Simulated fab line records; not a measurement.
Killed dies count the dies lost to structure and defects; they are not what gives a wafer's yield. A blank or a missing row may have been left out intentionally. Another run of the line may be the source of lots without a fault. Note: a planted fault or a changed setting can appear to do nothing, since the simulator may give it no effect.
Chamber matching :: flow gf180mcu :: 3 sister chambers for GF_V4_CVD_02 on pecvd-03
The step deposits SiO2 from TEOS, target thk 850 nm, time 94.851 s. 14 wafers are shown with their chamber, then 7 later ones without.

== EACH WAFER AND ITS CHAMBER ==
wafer: L919.2
chamber: 0
rfFwdPowerW (W): 598.9
heaterPowerW (W): 743

wafer: L919.3
chamber: 1
rfFwdPowerW (W): 593.1
heaterPowerW (W): 740

wafer: L919.4
chamber: 1
rfFwdPowerW (W): 594.7
heaterPowerW (W): 605

wafer: L924.3
chamber: 1
rfFwdPowerW (W): 591.1
heaterPowerW (W): 737

wafer: L924.5
chamber: 0
rfFwdPowerW (W): 597.5
heaterPowerW (W): 708

wafer: L924.6
chamber: 1
rfFwdPowerW (W): 594.5
heaterPowerW (W): 613

wafer: L925.2
chamber: 1
rfFwdPowerW (W): 591.9
heaterPowerW (W): 712

wafer: L925.3
chamber: 0
rfFwdPowerW (W): 595.9
heaterPowerW (W): 720

wafer: L925.5
chamber: 1
rfFwdPowerW (W): 594.4
heaterPowerW (W): 747

wafer: L927.2
chamber: 1
rfFwdPowerW (W): 591.3
heaterPowerW (W): 704

wafer: L927.5
chamber: 0
rfFwdPowerW (W): 596.7
heaterPowerW (W): 602

wafer: L927.6
chamber: 2
rfFwdPowerW (W): 592.8
heaterPowerW (W): 673

wafer: L929.1
chamber: 1
rfFwdPowerW (W): 594.5
heaterPowerW (W): 721

wafer: L929.4
chamber: 0
rfFwdPowerW (W): 593.6
heaterPowerW (W): 759

SIGNATURES (averages over the wafers above)
reading: rfFwdPowerW
chamber 0: 596.520
chamber 1: 593.188
chamber 2: 592.800
scatter within a chamber: 1.72

reading: heaterPowerW
chamber 0: 706.40
chamber 1: 697.38
chamber 2: 673.00
scatter within a chamber: 58.4
Rule: for a wafer and a chamber, the distance is found by dividing, reading by reading, the gap between the wafer's reading and the chamber's mean by the reading's scatter, squaring, summing and taking the root. If the next closest chamber is less than 2 further off than the closest, the wafer can't be placed; otherwise it belongs to the closest. The scatter: take each reading less its chamber's mean, square it, sum over the shown wafers, divide by the number of wafers less the number of chambers, and take the root.

== WAFERS WITH NO CHAMBER GIVEN ==
wafer: L929.5
rfFwdPowerW (W): 594.8
heaterPowerW (W): 652

wafer: L938.2
rfFwdPowerW (W): 594.8
heaterPowerW (W): 686

wafer: L938.5
rfFwdPowerW (W): 597.1
heaterPowerW (W): 710

wafer: L938.6
rfFwdPowerW (W): 593.8
heaterPowerW (W): 708

wafer: L940.1
rfFwdPowerW (W): 597.6
heaterPowerW (W): 655

wafer: L940.3
rfFwdPowerW (W): 598.5
heaterPowerW (W): 708

wafer: L940.4
rfFwdPowerW (W): 596.6
heaterPowerW (W): 691

== WHICH CHAMBER EACH WENT THROUGH ==
wafer: L929.5
from the rows above: can't be placed: 1 or 2 or 0
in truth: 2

wafer: L938.2
from the rows above: can't be placed: 1 or 0 or 2
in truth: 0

wafer: L938.5
from the rows above: can't be placed: 0 or 1
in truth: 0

wafer: L938.6
from the rows above: can't be placed: 1 or 2 or 0
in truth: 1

wafer: L940.1
from the rows above: can't be placed: 0 or 1 or 2
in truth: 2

wafer: L940.3
from the rows above: can't be placed: 0 or 1
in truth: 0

wafer: L940.4
from the rows above: can't be placed: 0 or 1 or 2
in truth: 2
0 of 7 placed correctly. Not placeable from these rows: 7 (in 7, the candidates include the true chamber). Placed wrongly: 0.
